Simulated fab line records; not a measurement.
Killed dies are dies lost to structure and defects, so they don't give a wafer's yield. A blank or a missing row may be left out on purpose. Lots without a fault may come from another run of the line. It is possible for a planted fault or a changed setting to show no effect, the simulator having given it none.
Comparing a struck lot with a sound one    flow sky130    14 out of 708 route steps
Sound: these wafers, L669.1, L669.2, L669.6. Wafers struck: L684.3, L684.4, L684.5. The cause comes at the end.
For every step that has rows: the tool of each side, followed by ch and its chambers, followed by its first start. Under that, the readings that differ: sound wafers    struck wafers    difference of the means    sigmas: that difference in standard deviations of wafers without a fault.
alike: readings with means less than 2 such deviations apart, plus words and numbers identical on both sides. not compared: withheld readings, readings lacking a value on some wafer, bounds such as >300 that could conceal the same value, and numbers that have no deviation in the record and whose values overlap.
Wherever a step has rows on one side only, a row that says differs or no value, or a row with sigmas, the two part there. When numbers do not overlap yet have no deviation, they are printed without sigmas and do not part them. Lack of a reading on every wafer of one side parts them only where that side has two or more wafers.

SKY_VIA1_CD_MEAS_12 targets a cd of 150 nm.
  sound: cd_sem-02 at day 36 08:48; struck: cd_sem-02 at day 40 04:53
  alike: cd_nm
SKY_VIA1_OVL_MEAS_13:
  sound: overlay-01 at day 36 08:55; struck: overlay-01 at day 40 04:59
  alike: VIA1_OVL
SKY_VIA1_ETCH_14: etches BARC in N2/H2, stops on SiO2, time 45.9 s, target depth 60 nm.
  sound on rie_diel-01 ch 2,3, day 36 08:57; struck on rie_diel-01 ch 0,3, day 40 05:00
  alike: chamber_pressure_mTorr, drypump_motor_current_A, oes_product_au, throttle_valve_pct
  not compared: rf_hours_counter_h
SKY_VIA1_ETCH_15: etches SiO2 in C4F8/O2/Ar, stops on TiN, target depth 351 nm, time 54 s.
  sound on rie_diel-01 ch 2,3, day 36 09:00; struck on rie_diel-01 ch 0,3, day 40 05:03
  alike: chamber_pressure_mTorr, oes_product_au
  not compared: rf_hours_counter_h
SKY_VIA1_STRIP_16: strips in O2/N2.
  sound on plasma_asher-04 ch 0,1, day 36 09:02; struck on plasma_asher-02 ch 0,1, day 40 05:08
  alike: chamber_pressure_mTorr, drypump_motor_current_A, oes_product_au, strip_time_to_endpoint_s
  not compared: rf_hours_counter_h
then, 3 steps without rows for these wafers: SKY_VIA1_STRIP_17 (strips in post etch residue remover, time 1200 s); SKY_VIA1_CLEAN_18 (cleans in IPA, time 180 s); SKY_VIA1_CLEAN_19 (cleans in O3/DIW).
SKY_VIA1_SPUTTER_20: material TiN, target thk 20 nm, time 80 s.
  sound: pvd_sputter-02 at day 36 09:39; struck: pvd_sputter-03 at day 40 05:41
  alike: chamber_pressure_pa, throttle_valve_pct
SKY_VIA1_CVD_21: deposits W, target thk 270 nm, time 80.902 s.
  sound on cvd_w-02 ch 0,1, day 36 09:43; struck on cvd_w-02 ch 0,1, day 40 05:47
  alike: heater_power_w, susceptor_temp_C
SKY_VIA1_RS_MEAS_22: uses a four-point probe to measure.
  sound: film_metro-03 at day 36 09:54; struck: film_metro-03 at day 40 05:53
  alike: VIA1_W_RS
SKY_VIA1_THK_MEAS_23: measures by xrf.
  sound: film_metro-03 at day 36 10:01; struck: film_metro-03 at day 40 05:59
  alike: VIA1_W_THK
SKY_VIA1_CMP_24: polishes, stops on SiO2, t overpolish 15 s, target thk 0 nm.
  sound on cmp-01 ch 0,3, day 36 10:05; struck on cmp-02 ch 0,1, day 40 06:01
reading                 sound                 struck             difference  sigmas
overpolish_run_s (s)    15.002 14.998 14.992  0.046 0.040 0.029  -14.959     -99 or more
time_to_endpoint_s (s)  65 63 66              104 105 103        +39         +10
  alike: motor_current_A, retaining_ring_pressure_frac
-- the record jumps here: 10 days lie between the struck wafers' starts before and after (it left off in module VIA1 and takes up again in module PAD_OPEN, whose first step shown is number 708 of the route) --
SKY_PAD_OPEN_PROBE_99:
  sound: prober-01 at day 47 14:56; struck: prober-01 at day 50 07:53
reading                   sound           struck          difference  sigmas
defect_limited_yield (%)  84.8 79.3 82.5  0 0 0           -82         -41
killed_at_M0_to_M3        41 51 44        460 451 450     +408        +55
killed_dies               75 102 86       492 492 492     +404        +40
killed_on_rim             10 21 14        96 96 96        +81         +21
sort_bin_3_pad_short (%)  0.8 1.4 2.0     86.0 83.1 85.4  +83.4       +99 or more
sort_n_pass               417 390 406     0 0 0           -404        -40
sort_yield_pct (%)        84.8 79.3 82.5  0 0 0           -82         -41
  alike: killed_at_M4_up, killed_at_contacts, killed_at_front_end, killed_at_other, killed_open, killed_short, sort_bin_5_function, sort_bin_6_memory

== WHERE THEY PART ==
Earliest at SKY_VIA1_CMP_24; latest, in this record, at SKY_PAD_OPEN_PROBE_99.

WHY: whatever the simulator had introduced
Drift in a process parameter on cmp-02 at SKY_VIA1_CMP_24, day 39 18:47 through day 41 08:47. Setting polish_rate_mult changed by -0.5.
